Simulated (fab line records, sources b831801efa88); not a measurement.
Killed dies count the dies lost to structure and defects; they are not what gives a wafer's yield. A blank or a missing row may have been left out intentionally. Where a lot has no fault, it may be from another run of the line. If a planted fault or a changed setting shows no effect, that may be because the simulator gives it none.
Which of the tools did it? :: flow sky130 :: 33 wafers from 11 lots sampled at 4 of the route's 708 steps

## WHAT EACH GAUGE READ, for each wafer
SKY_SD_N_RS_MEAS_16: measures by four-point-probe.
lot: L507
measured: day 27 12:40
on: film_metro-03
SD_N_RS (ohm/sq): 68.37 68.46 68.26

lot: L508
measured: day 27 14:49
on: film_metro-02
SD_N_RS (ohm/sq): 68.55 68.62 68.66

lot: L511
measured: day 29 02:14
on: film_metro-02
SD_N_RS (ohm/sq): 68.71 68.78 68.85

lot: L512
measured: day 29 22:56
on: film_metro-03
SD_N_RS (ohm/sq): 68.57 68.44 68.49

lot: L513
measured: day 30 07:53
on: film_metro-01
SD_N_RS (ohm/sq): 68.59 68.58 68.61

lot: L514
measured: day 30 10:38
on: film_metro-01
SD_N_RS (ohm/sq): 68.61 68.59 68.65

lot: L515
measured: day 31 02:23
on: film_metro-02
SD_N_RS (ohm/sq): 68.53 68.62 68.69

lot: L517
measured: day 32 06:51
on: film_metro-02
SD_N_RS (ohm/sq): 68.61 68.79 68.62

lot: L524
measured: day 33 10:46
on: film_metro-01
SD_N_RS (ohm/sq): 69.54 69.36 69.36

lot: L527
measured: day 34 12:47
on: film_metro-01
SD_N_RS (ohm/sq): 69.27 69.24 69.23

lot: L530
measured: day 35 09:13
on: film_metro-02
SD_N_RS (ohm/sq): 68.62 68.83 68.65

## TOOL THAT RAN EACH LOT (tool first, then ch and the chambers of the sampled wafers, then the start)
lot: L507
SKY_POLY_CUT_STRIP_12: plasma_asher-01 ch 0,1, day 23 18:58
SKY_SD_N_IMPLANT_09: implanter-01 ch 0, day 27 11:59
SKY_SD_N_STRIP_11: plasma_asher-02 ch 0,1, day 27 12:17

lot: L508
SKY_POLY_CUT_STRIP_12: plasma_asher-02 ch 0,1, day 23 22:05
SKY_SD_N_IMPLANT_09: implanter-04 ch 0, day 27 14:04
SKY_SD_N_STRIP_11: plasma_asher-02 ch 0,1, day 27 14:22

lot: L511
SKY_POLY_CUT_STRIP_12: plasma_asher-03 ch 0,1, day 25 12:28
SKY_SD_N_IMPLANT_09: implanter-03 ch 0, day 29 01:32
SKY_SD_N_STRIP_11: plasma_asher-03 ch 0,1, day 29 01:49

lot: L512
SKY_POLY_CUT_STRIP_12: plasma_asher-02 ch 0, day 26 08:50
SKY_SD_N_IMPLANT_09: implanter-04 ch 0, day 29 22:14
SKY_SD_N_STRIP_11: plasma_asher-04 ch 0,1, day 29 22:31

lot: L513
SKY_POLY_CUT_STRIP_12: plasma_asher-01 ch 0,1, day 26 18:59
SKY_SD_N_IMPLANT_09: implanter-01 ch 0, day 30 07:12
SKY_SD_N_STRIP_11: plasma_asher-03 ch 0,1, day 30 07:29

lot: L514
SKY_POLY_CUT_STRIP_12: plasma_asher-02 ch 0,1, day 26 22:38
SKY_SD_N_IMPLANT_09: implanter-03 ch 0, day 30 09:54
SKY_SD_N_STRIP_11: plasma_asher-04 ch 0,1, day 30 10:10

lot: L515
SKY_POLY_CUT_STRIP_12: plasma_asher-01 ch 0,1, day 27 13:01
SKY_SD_N_IMPLANT_09: implanter-01 ch 0, day 31 01:42
SKY_SD_N_STRIP_11: plasma_asher-03 ch 0,1, day 31 01:59

lot: L517
SKY_POLY_CUT_STRIP_12: plasma_asher-03 ch 0,1, day 28 18:47
SKY_SD_N_IMPLANT_09: implanter-04 ch 0, day 32 06:10
SKY_SD_N_STRIP_11: plasma_asher-04 ch 0,1, day 32 06:28

lot: L524
SKY_POLY_CUT_STRIP_12: plasma_asher-03 ch 0,1, day 30 00:16
SKY_SD_N_IMPLANT_09: implanter-01 ch 0, day 33 10:04
SKY_SD_N_STRIP_11: plasma_asher-03 ch 0,1, day 33 10:22

lot: L527
SKY_POLY_CUT_STRIP_12: plasma_asher-03 ch 0,1, day 31 03:52
SKY_SD_N_IMPLANT_09: implanter-01 ch 0, day 34 12:04
SKY_SD_N_STRIP_11: plasma_asher-02 ch 0,1, day 34 12:22

lot: L530
SKY_POLY_CUT_STRIP_12: plasma_asher-03 ch 0,1, day 32 00:07
SKY_SD_N_IMPLANT_09: implanter-03 ch 0, day 35 08:31
SKY_SD_N_STRIP_11: plasma_asher-03 ch 0,1, day 35 08:49
- SKY_POLY_CUT_STRIP_12: strips in O2/N2.
- SKY_SD_N_IMPLANT_09
- SKY_SD_N_STRIP_11: strips in O2/N2.

## THE ANSWER, worked out from the rows above alone
Rule: what is usual is taken from the lots themselves. Put in order of their means at a reading, lots are off if they are a third of the lots or fewer, leave a main group of 4 or more, and stand apart from it by a gap of 3 or more times the standard deviation of the main group's means; of several such gaps the widest counts. Not used: any main group whose means are identical at the precision the tables above print for the reading. A lot without any number at a reading at which 4 lots or more have one is off too. Where the step has rows for the other lots, those lots are counted as sound.
Off: L524, L527, seen at SKY_SD_N_RS_MEAS_16 (SD_N_RS). The main group: mean 68.61 ohm/sq, standard deviation 0.11.
A tool fits if, at a process step before that reading, it ran every lot that is off, and no sound lot after the first of them. The gauges at SKY_SD_N_RS_MEAS_16 are tried like those tools. This does not decide it: 2 tools fit, namely implanter-01 at SKY_SD_N_IMPLANT_09 and film_metro-01 at SKY_SD_N_RS_MEAS_16.

## WHAT THE SIMULATOR HAD INSERTED
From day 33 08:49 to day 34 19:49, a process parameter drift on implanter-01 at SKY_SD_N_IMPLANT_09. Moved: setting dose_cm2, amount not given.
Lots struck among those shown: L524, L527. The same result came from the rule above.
